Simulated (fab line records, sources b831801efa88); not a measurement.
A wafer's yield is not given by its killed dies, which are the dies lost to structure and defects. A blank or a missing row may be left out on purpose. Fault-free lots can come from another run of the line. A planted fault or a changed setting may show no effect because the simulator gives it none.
fab line records | flow sky130
[record] lots = 15 wafers = 45 lastDay = 50
route steps=708 shown METAL1@440 VIA1@461
lots that met no fault: from a run of the same line without faults
startH: hours from the record's opening day to when the first of the lot's shown wafers began | waitH: how many hours have passed since the lot's step before this one | " same as the row above | L1.1+2: a single row standing in for several wafers | - no value, or no start was given | * or withheld: withheld | < > ~ a bound
route shown NAME@n: NAME is a module with steps in the file, n the number in the route of the first one | usual: mean/standard deviation of fault-free wafers | same: alike in all rows | chamber/n: place in a boat | sites: each site's reading | _std_site: their standard deviation | _edge_site: outer sites' mean less inner sites' | radiusMm: how far each site lies from the wafer's centre | mask NAME#n: copy n | behind: the last tool/chamber to shape the wafer | hold: why the lot was held/for how many hours/how that ended | device: names the non-switching transistor (n, p or np) | end of line: at the end of the route, the tests of the same wafers | for a step that has no rows: nothing shown but its recipe | killed: the dies lost at the first sort to structure and to defects; this is not the yield of the wafer | map: shows each die of a wafer: x if killed, . if not, _ if none is there
set.NAME: the setting the step ran with; set.NAME@STEP: the setting that earlier step ran with | model.NAME: the simulator's own value behind a step, which no gauge read
route steps across a sampled set of lots; one table per step, one row per wafer
services: a tool's chamber out of use, with start hour (startH, from the record's first day; less than 0 if before it), hours out, and reason
[[steps]]
[step SKY_METAL1_THK_MEAS_06]
[recipe] thkMeasGauge = xrf reads = AlCu_of_METAL1_SPUTTER_02
[usual] METAL1_ALCU_THK = 250/3.4
// columns lot.wafer tool chamber startH waitH METAL1_ALCU_THK[nm]
L644.1 filmMetro-02 - 733.74 0.1 252
L644.2 " - " " 250
L644.6 " - " " 250
L645.2 filmMetro-01 - 738.63 0.1 255
L645.4 " - " " 256
L645.5 " - " " 255
L646.1 filmMetro-04 - 747.04 0.1 250
L646.5 " - " " 252
L646.6 " - " " 245
L647.2 filmMetro-04 - 754.80 0.1 247
L647.5 " - " " 247
L647.6 " - " " 250
L648.3 filmMetro-01 - 765.97 0.1 251
L648.4 " - " " 252
L648.6 " - " " 251
L649.2 filmMetro-04 - 776.58 0.1 252
L649.3 " - " " 247
L649.4 " - " " 249
L652.2 filmMetro-04 - 805.73 0.1 242
L652.4 " - " " 244
L652.6 " - " " 242
L655.1 filmMetro-02 - 821.36 0.1 246
L655.4 " - " " 245
L655.5 " - " " 249
L656.1 filmMetro-01 - 832.90 0.1 254
L656.2 " - " " 254
L656.4 " - " " 254
L660.2 filmMetro-04 - 861.11 0.1 248
L660.5 " - " " 244
L660.6 " - " " 248
L661.2 filmMetro-04 - 868.97 0.1 247
L661.3 " - " " 250
L661.4 " - " " 249
L662.1 filmMetro-02 - 871.76 0.1 249
L662.3 " - " " 250
L662.4 " - " " 249
L664.2 filmMetro-04 - 891.76 0.1 247
L664.4 " - " " 248
L664.6 " - " " 248
L663.4 filmMetro-02 - 893.83 0.1 249
L663.5 " - " " 252
L663.6 " - " " 252
L667.3 filmMetro-02 - 906.62 0.1 251
L667.4 " - " " 252
L667.5 " - " " 247
[step SKY_VIA1_BOW_MEAS_03]
[recipe] mode = bow
[usual] VIA1_BOW = 81/7.1
// columns lot.wafer tool chamber startH waitH VIA1_BOW[um]
L644.1 filmMetro-03 - 762.34 0.1 82
L644.2 " - " " 84
L644.6 " - " " 77
L645.2 filmMetro-01 - 766.71 0.3 89
L645.4 " - " " 78
L645.5 " - " " 90
L646.1 filmMetro-03 - 775.52 0.1 86
L646.5 " - " " 68
L646.6 " - " " 69
L647.2 filmMetro-02 - 782.60 0.1 86
L647.5 " - " " 90
L647.6 " - " " 80
L648.3 filmMetro-03 - 793.82 0.2 84
L648.4 " - " " 92
L648.6 " - " " 77
L649.2 filmMetro-01 - 803.84 0.2 79
L649.3 " - " " 75
L649.4 " - " " 87
L652.2 filmMetro-02 - 834.05 0.3 91
L652.4 " - " " 97
L652.6 " - " " 94
L655.1 filmMetro-03 - 848.33 0.1 75
L655.4 " - " " 88
L655.5 " - " " 76
L656.1 filmMetro-01 - 860.60 0.2 79
L656.2 " - " " 74
L656.4 " - " " 69
L660.2 filmMetro-03 - 888.36 0.2 82
L660.5 " - " " 79
L660.6 " - " " 80
L661.2 filmMetro-01 - 896.34 0.3 85
L661.3 " - " " 87
L661.4 " - " " 100
L662.1 filmMetro-01 - 898.80 0.2 88
L662.3 " - " " 80
L662.4 " - " " 79
L664.2 filmMetro-01 - 918.55 0.3 78
L664.4 " - " " 80
L664.6 " - " " 81
L663.4 filmMetro-03 - 921.06 0.2 85
L663.5 " - " " 85
L663.6 " - " " 76
L667.3 filmMetro-01 - 932.84 0.2 82
L667.4 " - " " 82
L667.5 " - " " 83
[step SKY_VIA1_CD_MEAS_12]
[recipe] targetCdNm = 150
[usual] cdNm = 150.5/1.5
// columns lot.wafer tool chamber startH waitH cdNm
L644.1 cdSem-02 - 788.71 - 149.1
L644.2 " - " " 149.2
L644.6 " - " " 149.1
L645.2 cdSem-01 - 793.23 - 150.6
L645.4 " - " " 147.5
L645.5 " - " " 150.4
L646.1 cdSem-02 - 801.64 - 151.0
L646.5 " - " " 150.3
L646.6 " - " " 150.2
L647.2 cdSem-01 - 809.61 - 150.5
L647.5 " - " " 149.6
L647.6 " - " " 151.3
L648.3 cdSem-01 - 819.98 - 150.4
L648.4 " - " " 153.1
L648.6 " - " " 150.6
L649.2 cdSem-01 - 830.86 - 153.0
L649.3 " - " " 151.7
L649.4 " - " " 152.0
L652.2 cdSem-02 - 859.86 - 152.7
L652.4 " - " " 152.5
L652.6 " - " " 153.5
L655.1 cdSem-01 - 874.64 - 151.8
L655.4 " - " " 151.2
L655.5 " - " " 150.6
L656.1 cdSem-01 - 886.14 - 149.0
L656.2 " - " " 148.8
L656.4 " - " " 147.6
L660.2 cdSem-02 - 913.96 - 149.9
L660.5 " - " " 148.5
L660.6 " - " " 151.6
L661.2 cdSem-01 - 921.61 - 150.1
L661.3 " - " " 149.9
L661.4 " - " " 149.5
L662.1 cdSem-02 - 923.49 - 152.2
L662.3 " - " " 152.5
L662.4 " - " " 153.4
L664.2 cdSem-01 - 942.91 - 149.7
L664.4 " - " " 152.0
L664.6 " - " " 151.0
L663.4 cdSem-02 - 945.90 - 150.7
L663.5 " - " " 147.7
L663.6 " - " " 148.8
L667.3 cdSem-01 - 957.48 - 148.9
L667.4 " - " " 151.2
L667.5 " - " " 150.7
[step SKY_VIA1_ETCH_14]
[recipe] chemistry = N2/H2 target = BARC ionEnergyEv = 200 sourceW = 500 biasW = 100 pressureMtorr = 30 n2FlowSccm = 100 h2FlowSccm = 200 stopOn = SiO2 timeS = 45.9 targetDepthA = 600
[usual] biasW = 100.0/0.31 chamberPressureMTorr = 30.001/0.027 drypumpMotorCurrentA = 5.7/0.44 h2FlowSccm = 200.0/0.56 oesProductAu = 0.854/0.0044 throttleValvePct = 13.225/0.009
// columns lot.wafer tool chamber startH waitH biasW chamberPressureMTorr drypumpMotorCurrentA h2FlowSccm oesProductAu rfHoursCounterH throttleValvePct
L644.1 rieDiel-02 3 788.87 0.0 99.9 29.986 5.8 199.8 0.857 6 13.239
L644.2 " 0 " " 99.9 30.018 5.2 199.8 0.854 3 13.224
L644.6 " 1 " " 100.1 29.978 6.0 200.3 0.860 - 13.220
L645.2 rieDiel-02 0 793.37 0.0 99.8 30.019 5.2 198.7 0.860 3 13.235
L645.4 " 3 " " 100.2 29.980 5.8 199.8 0.850 6 13.216
L645.5 " 1 " " 100.0 29.991 6.0 200.3 0.846 - 13.224
L646.1 rieDiel-02 1 801.80 0.0 100.0 29.975 6.0 199.1 0.853 4 13.231
L646.5 " 2 " " 100.1 30.003 5.5 199.4 0.857 - 13.239
L646.6 " 1 " " 99.4 30.024 6.0 200.3 0.853 - 13.229
L647.2 rieDiel-02 2 809.75 0.0 100.1 30.047 5.5 200.0 0.854 15 13.221
L647.5 " 1 " " 100.4 30.015 6.0 200.5 0.854 - 13.220
L647.6 " 0 " " 99.9 29.941 5.2 199.7 0.853 - 13.229
L648.3 rieDiel-02 2 820.10 0.0 100.0 29.988 5.6 199.5 0.857 15 13.212
L648.4 " 3 " " 100.0 30.033 5.8 199.6 0.862 7 13.216
L648.6 " 1 " " 100.4 29.993 6.0 200.3 0.857 - 13.232
L649.2 rieDiel-03 3 831.00 0.0 100.2 29.974 6.3 200.6 0.853 14 13.215
L649.3 " 0 " " 100.0 29.993 5.4 199.5 0.855 2 13.213
L649.4 " 1 " " 100.2 29.987 6.4 200.1 0.864 9 13.234
L652.2 rieDiel-04 1 860.00 0.0 99.9 30.014 5.6 200.6 0.852 12 13.215
L652.4 " 2 " " 100.0 30.035 5.2 199.9 0.854 12 13.221
L652.6 " 0 " " 99.8 30.006 5.7 200.4 0.853 - 13.216
L655.1 rieDiel-04 1 874.80 0.0 99.8 30.003 5.6 199.8 0.860 13 13.242
L655.4 " 3 " " 99.5 30.003 5.1 200.3 0.864 19 13.235
L655.5 " 1 " " 100.0 30.000 5.6 200.2 0.851 - 13.235
L656.1 rieDiel-03 2 886.30 0.0 100.1 29.991 6.4 200.5 0.854 12 13.215
L656.2 " 1 " " 100.3 29.970 6.4 200.2 0.851 10 13.225
L656.4 " 1 " " 100.1 29.955 6.4 200.0 0.857 - 13.228
L660.2 rieDiel-04 3 914.10 0.0 99.0 29.992 5.1 200.2 0.846 21 13.220
L660.5 " 2 " " 99.9 30.009 5.3 200.0 0.849 - 13.234
L660.6 " 3 " " 99.2 30.023 5.1 200.8 0.849 - 13.229
L661.2 rieDiel-03 1 921.75 0.0 - - - - - - -
L661.3 " 0 " " - - - - - - -
L661.4 " 3 " " - - - - - - -
L662.1 rieDiel-04 2 923.65 0.0 - - - - - - -
L662.3 " 3 " " - - - - - - -
L662.4 " 0 " " - - - - - - -
L664.2 rieDiel-03 1 943.05 0.0 - - - - - - -
L664.4 " 3 " " - - - - - - -
L664.6 " 0 " " - - - - - - -
L663.4 rieDiel-04 2 946.00 0.0 99.6 29.987 5.2 199.9 0.862 14 13.229
L663.5 " 0 " " 100.0 30.054 5.7 199.4 0.856 - 13.239
L663.6 " 3 " " 100.0 30.015 5.1 200.3 0.853 - 13.224
L667.3 rieDiel-04 1 957.60 0.0 99.9 29.963 5.6 199.3 0.849 15 13.226
L667.4 " 0 " " 99.8 30.018 5.7 198.9 0.857 5 13.232
L667.5 " 0 " " 99.5 30.017 5.7 199.5 0.857 - 13.231
[step SKY_VIA1_ETCH_15]
[recipe] target = SiO2 chemistry = C4F8/O2/Ar targetDepthNm = 351 stopOn = TiN maskMaterial = KrF-thick sourceW = 1500 biasW = 1200 pressureMtorr = 40 c4f8FlowSccm = withheld O2_flow_sccm = 6 Ar_flow_sccm = 300 timeS = 54
[usual] biasW = 1200/3.4 chamberPressureMTorr = 39.99/0.034 oesProductAu = 0.979/0.0066
// columns lot.wafer tool chamber startH waitH biasW chamberPressureMTorr oesProductAu rfHoursCounterH
L644.1 rieDiel-02 3 788.91 0.0 1205 40.03 0.972 6
L644.2 " 0 " " 1191 39.98 0.993 3
L644.6 " 1 " " 1202 40.03 0.988 -
L645.2 rieDiel-02 0 793.41 0.0 1202 39.99 0.979 3
L645.4 " 3 " " 1202 39.99 0.975 6
L645.5 " 1 " " 1204 40.01 0.986 -
L646.1 rieDiel-02 1 801.84 0.0 1199 39.97 0.981 4
L646.5 " 2 " " 1203 39.93 0.971 -
L646.6 " 1 " " 1201 40.02 0.981 -
L647.2 rieDiel-02 2 809.79 0.0 1201 40.05 0.974 15
L647.5 " 1 " " 1200 40.03 0.971 -
L647.6 " 0 " " 1207 39.96 0.987 -
L648.3 rieDiel-02 2 820.14 0.0 1205 39.98 0.970 15
L648.4 " 3 " " 1197 39.99 0.993 7
L648.6 " 1 " " 1199 40.02 0.987 -
L649.2 rieDiel-03 3 831.04 0.0 1199 39.99 0.977 14
L649.3 " 0 " " 1200 39.93 0.982 2
L649.4 " 1 " " 1196 39.91 0.981 9
L652.2 rieDiel-04 1 860.04 0.0 1201 39.99 0.983 12
L652.4 " 2 " " 1196 39.97 0.977 12
L652.6 " 0 " " 1200 39.94 0.973 -
L655.1 rieDiel-04 1 874.84 0.0 1200 40.01 0.983 13
L655.4 " 3 " " 1199 40.01 0.980 19
L655.5 " 1 " " 1199 40.04 0.975 -
L656.1 rieDiel-03 2 886.34 0.0 1197 39.96 0.982 12
L656.2 " 1 " " 1198 39.99 0.976 10
L656.4 " 1 " " 1196 40.00 0.971 -
L660.2 rieDiel-04 3 914.14 0.0 1198 40.05 0.980 21
L660.5 " 2 " " 1202 40.01 0.981 -
L660.6 " 3 " " 1203 40.03 0.981 -
L661.2 rieDiel-03 1 921.79 0.0 1195 39.99 0.373 11
L661.3 " 0 " " 1198 40.00 0.369 5
L661.4 " 3 " " 1202 39.94 0.372 18
L662.1 rieDiel-04 2 923.69 0.0 1195 40.01 0.377 14
L662.3 " 3 " " 1202 39.97 0.379 21
L662.4 " 0 " " 1203 39.95 0.388 4
L664.2 rieDiel-03 1 943.09 0.0 1201 39.99 0.377 12
L664.4 " 3 " " 1197 40.00 0.378 18
L664.6 " 0 " " 1196 39.98 0.380 -
L663.4 rieDiel-04 2 946.04 0.0 1204 39.97 0.970 14
L663.5 " 0 " " 1205 40.03 0.985 -
L663.6 " 3 " " 1201 39.98 0.971 -
L667.3 rieDiel-04 1 957.64 0.0 1194 40.02 0.969 15
L667.4 " 0 " " 1194 40.01 0.979 5
L667.5 " 0 " " 1194 40.00 0.984 -
[step SKY_VIA1_STRIP_16]
[recipe] chemistry = O2/N2 powerW = 1400 pressureMtorr = 1500 platenTempC = withheld o2FlowSccm = 3000 n2FlowSccm = 300 overashFraction = 0.5
[usual] drypumpMotorCurrentA = 5.8/0.35 oesProductAu = 0.415/0.0039 stripTimeToEndpointS = 4.462/0.02
// columns lot.wafer tool chamber startH waitH drypumpMotorCurrentA oesProductAu rfHoursCounterH stripTimeToEndpointS
L644.1 plasmaAsher-04 1 788.96 0.0 5.9 0.414 4 4.453
L644.2 " 0 " " 6.3 0.409 4 4.427
L644.6 " 0 " " 6.2 0.418 - 4.432
L645.2 plasmaAsher-01 1 793.46 0.0 5.1 0.408 95 4.451
L645.4 " 1 " " 5.1 0.412 - 4.456
L645.5 " 0 " " 5.8 0.413 - 4.441
L646.1 plasmaAsher-03 1 801.89 0.0 6.1 0.410 39 4.442
L646.5 " 0 " " 5.5 0.410 - 4.498
L646.6 " 1 " " 6.1 0.414 - 4.467
L647.2 plasmaAsher-01 0 809.84 0.0 5.8 0.412 97 4.485
L647.5 " 1 " " 5.1 0.409 - 4.441
L647.6 " 0 " " 5.8 0.412 - 4.466
L648.3 plasmaAsher-04 1 820.22 0.1 5.9 0.410 - 4.513
L648.4 " 0 " " 6.2 0.411 - 4.472
L648.6 " 0 " " 6.2 0.422 - 4.475
L649.2 plasmaAsher-01 1 831.09 0.0 5.2 0.413 99 4.451
L649.3 " 1 " " 5.2 0.418 - 4.469
L649.4 " 0 " " 5.8 0.418 - 4.465
L652.2 plasmaAsher-04 0 860.09 0.0 6.3 0.420 13 4.447
L652.4 " 1 " " 5.9 0.416 - 4.471
L652.6 " 1 " " 5.9 0.421 - 4.465
L655.1 plasmaAsher-03 0 874.89 0.0 5.6 0.415 43 4.488
L655.4 " 1 " " 6.1 0.417 - 4.532
L655.5 " 1 " " 6.0 0.412 - 4.482
L656.1 plasmaAsher-04 0 886.39 0.0 6.3 0.415 15 4.429
L656.2 " 1 " " 5.9 0.422 15 4.485
L656.4 " 0 " " 6.2 0.416 - 4.451
L660.2 plasmaAsher-01 1 914.19 0.0 5.1 0.415 110 4.476
L660.5 " 0 " " 5.8 0.409 - 4.465
L660.6 " 1 " " 5.2 0.415 - 4.457
L661.2 plasmaAsher-03 1 921.84 0.0 6.1 0.433 48 4.886
L661.3 " 0 " " 5.6 0.425 - 4.888
L661.4 " 1 " " 6.0 0.432 - 4.897
L662.1 plasmaAsher-03 0 923.74 0.0 5.6 0.436 48 4.906
L662.3 " 0 " " 5.5 0.438 - 4.927
L662.4 " 1 " " 6.0 0.435 - 4.920
L664.2 plasmaAsher-04 1 943.14 0.0 5.9 0.434 21 4.900
L664.4 " 1 " " 5.9 0.437 - 4.895
L664.6 " 1 " " 5.9 0.438 - 4.876
L663.4 plasmaAsher-03 1 946.12 0.1 6.1 0.411 - 4.470
L663.5 " 1 " " 6.1 0.415 - 4.429
L663.6 " 0 " " 5.6 0.415 - 4.464
L667.3 plasmaAsher-03 0 957.72 0.1 5.5 0.413 - 4.405
L667.4 " 1 " " 6.1 0.413 - 4.458
L667.5 " 0 " " 5.5 0.413 - 4.442
[[services]]
// columns tool chamber startH hours kind
rieDiel-02 0 769.83 4.2 repair
plasmaAsher-04 - 781.29 1.2 repair
rieDiel-04 0 797.21 8.0 repair
rieDiel-04 - 801.62 14.6 pm
plasmaAsher-03 - 828.12 33.1 repair
rieDiel-04 3 830.35 4.9 repair
rieDiel-03 0 852.65 8.7 repair
plasmaAsher-01 - 876.12 0.8 repair
rieDiel-03 0 886.30 2.8 repair
plasmaAsher-04 - 893.72 2.8 pm
rieDiel-04 - 899.83 0.1 repair
rieDiel-03 - 907.49 4.7 repair
plasmaAsher-01 - 924.56 2.5 repair
rieDiel-03 0 952.73 5.5 repair
[[key]]
[firstSign] step = SKY_VIA1_ETCH_14 reading = toolRecord direction = missing
[effect] step = SKY_VIA1_ETCH_15 reading = oesProductAu direction = down sigmas = 92 usual = 0.979 struck = 0.377
[effect] step = SKY_VIA1_STRIP_16 reading = stripTimeToEndpointS direction = up sigmas = 21 usual = * struck = *
metAt SKY_VIA1_ETCH_14
struckLots L661,L662,L664
laterRowsLeftOut L661.2,L661.3,L661.4,L662.1,L662.3,L662.4,L664.2,L664.4,L664.6
sortLeftOut L661.2,L661.3,L661.4,L662.1,L662.3,L662.4,L664.2,L664.4,L664.6
notActingAt SKY_METAL1_THK_MEAS_06,SKY_VIA1_BOW_MEAS_03,SKY_VIA1_CD_MEAS_12
onsetBetween 914.10 921.75
[fault] kind = skippedStepWhole tool = rieDiel-03,rieDiel-04 chamber = - onsetH = 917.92 steps = SKY_VIA1_ETCH_14 scope = struckLotsOnly
// sortLeftOut: the simulated sort isn't trusted on such a fault, so these wafers' sort isn't shown, and their yield isn't known
// laterRowsLeftOut: the simulator's readings of these wafers behind a module that went badly wrong aren't trusted and aren't shown, but for the sort
